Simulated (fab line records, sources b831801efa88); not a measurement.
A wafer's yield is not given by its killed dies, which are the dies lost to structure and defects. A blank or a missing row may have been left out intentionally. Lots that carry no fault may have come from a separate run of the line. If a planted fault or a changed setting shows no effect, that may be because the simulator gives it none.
Matching of chambers | flow gf180mcu | rieDiel-01 running GF_CONTACT_ETCH_16: 4 sister chambers
The step etches BARC in N2/H2. 8 wafers are shown with their chamber, then 7 later ones without.

## WAFERS WITH THEIR CHAMBER
wafer  | chamber | drypumpMotorCurrentA (A) | throttleValvePct (%)
L166.2 | 3       | 5.73                     | 13.205
L168.1 | 2       | 6.06                     | 13.217
L168.3 | 0       | 5.76                     | 13.228
L170.1 | 1       | 6.06                     | 13.210
L170.3 | 0       | 5.78                     | 13.222
L170.6 | 1       | 6.02                     | 13.231
L171.2 | 3       | 5.72                     | 13.230
L171.4 | 2       | 6.07                     | 13.205

## WAFERS WITH NO CHAMBER GIVEN
wafer  | drypumpMotorCurrentA (A) | throttleValvePct (%)
L171.6 | 5.75                     | 13.217
L179.1 | 6.05                     | 13.219
L179.2 | 6.05                     | 13.224
L179.3 | 5.79                     | 13.230
L185.1 | 5.79                     | 13.231
L185.2 | 5.72                     | 13.232
L185.3 | 6.06                     | 13.242

## WHICH CHAMBER EACH WENT THROUGH
wafer  | from the rows above     | in truth
L171.6 | can't be placed: 0 or 3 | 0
L179.1 | can't be placed: 1 or 2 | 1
L179.2 | can't be placed: 1 or 2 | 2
L179.3 | 0                       | 0
L185.1 | 0                       | 0
L185.2 | can't be placed: 3 or 0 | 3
L185.3 | can't be placed: 1 or 2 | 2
2 of 7 placed correctly. Cannot be placed on the basis of these rows: 5; the candidates contain the true chamber in 5. Number placed wrongly: 0.
How it was worked out, from the rows above alone: a wafer's distance from a chamber is the root of the sum, over the readings, of the square of ((its reading less the chamber's mean) divided by the reading's scatter). The wafer belongs to the nearest chamber; if the next one is less than 2 further off, it can't be placed. Each chamber's mean is taken over the wafers shown for it. The scatter is the square root of a quotient: the sum, over the shown wafers, of each reading's squared deviation from its chamber's mean, divided by wafers minus chambers.
